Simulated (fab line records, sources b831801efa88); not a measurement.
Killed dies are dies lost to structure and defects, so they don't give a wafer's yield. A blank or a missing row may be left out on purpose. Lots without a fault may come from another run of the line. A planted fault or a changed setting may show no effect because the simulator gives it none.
Problem report in the 8D (eight disciplines) form, filled by code | flow sky130 | the parts of the form that need people (team, actions taken, sign-off) are left out

1. THE PROBLEM
run_length_s at SKY_VIA1_ETCH_15 reads a mean of 86.0 s on 3 wafers of 3 lots; wafers without a fault read 82.2 s with a standard deviation of 0.44. That is +8.7 standard deviations from the usual mean.
The step: etches SiO2 in C4F8/O2/Ar, stops on TiN, target depth 351 nm, time 54 s.
First seen on wafer L594.1, day 38 09:25, on rie_diel-04. The record holds 18 wafers of 7 lots with a number at this step. Rule for "out", or "out of limits": more than 4 standard deviations from the usual mean. The other wafers with a number count as sound.

2. WHAT IT IS AND WHAT IT IS NOT
question                    | is                           | is not
which readings at this step | run_length_s, oes_product_au | -
which lots                  | L594, L596, L598             | L589, L600, L607, L608
which wafers of those lots  | L594.1, L596.1, L598.4       | L594.2, L596.3, L598.3
read on which tools         | rie_diel-04                  | rie_diel-02, rie_diel-03
when                        | from day 38 09:25            | up to then (4 sound wafers); but 11 sound wafers of L596, L598, L600, L607, L608 came after

3. SUSPECTS, AND WHAT RULES EACH OUT
Counting: a tool at a process step up to the reading stays a suspect if it ran every lot that is out. Sound lots after the first of them don't rule it out here, since some wafers of a struck lot are sound.
- rie_diel-04 at SKY_VIA1_ETCH_14 (etches BARC in N2/H2, stops on SiO2, time 45.9 s, target depth 60 nm): kept. It ran every lot that is out, first L594 (day 38 09:23).
- rie_diel-04 at SKY_VIA1_ETCH_15 (etches SiO2 in C4F8/O2/Ar, stops on TiN, target depth 351 nm, time 54 s): kept. It ran every lot that is out, first L594 (day 38 09:25). Its own readings are out on those wafers: oes_product_au, run_length_s.
Left after counting: rie_diel-04 at SKY_VIA1_ETCH_14, rie_diel-04 at SKY_VIA1_ETCH_15.

4. THE CAUSE (what the simulator had put in)
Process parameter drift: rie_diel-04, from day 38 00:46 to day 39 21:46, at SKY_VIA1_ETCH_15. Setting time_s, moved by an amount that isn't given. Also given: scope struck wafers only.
Counting left 2 suspects, and this tool is among them.

5. THE CHAIN OF EFFECTS, in route order
Each row: a reading whose mean over the struck wafers that have a number lies more than 3 standard deviations from the usual. Only readings for which the record gives a usual standard deviation are gone through. hours: the time from each lot's start at the first step in this table that gives one to its start at this step, as a median over the lots. sigmas: the change in usual standard deviations.
hours | step             | reading        | usual      | on struck wafers | change | sigmas
0     | SKY_VIA1_ETCH_15 | oes_product_au | 0.982 a.u. | 0.942            | -0.040 | -6.8
0     | SKY_VIA1_ETCH_15 | run_length_s   | 82.2 s     | 86.0             | +3.8   | +8.7
The process steps in it:
- SKY_VIA1_ETCH_15: etches SiO2 in C4F8/O2/Ar, stops on TiN, target depth 351 nm, time 54 s.

6. WHAT WOULD HAVE CAUGHT IT SOONER
In this record the first reading out of limits was taken at day 38 09:25, 9 hours after the fault began at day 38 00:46.
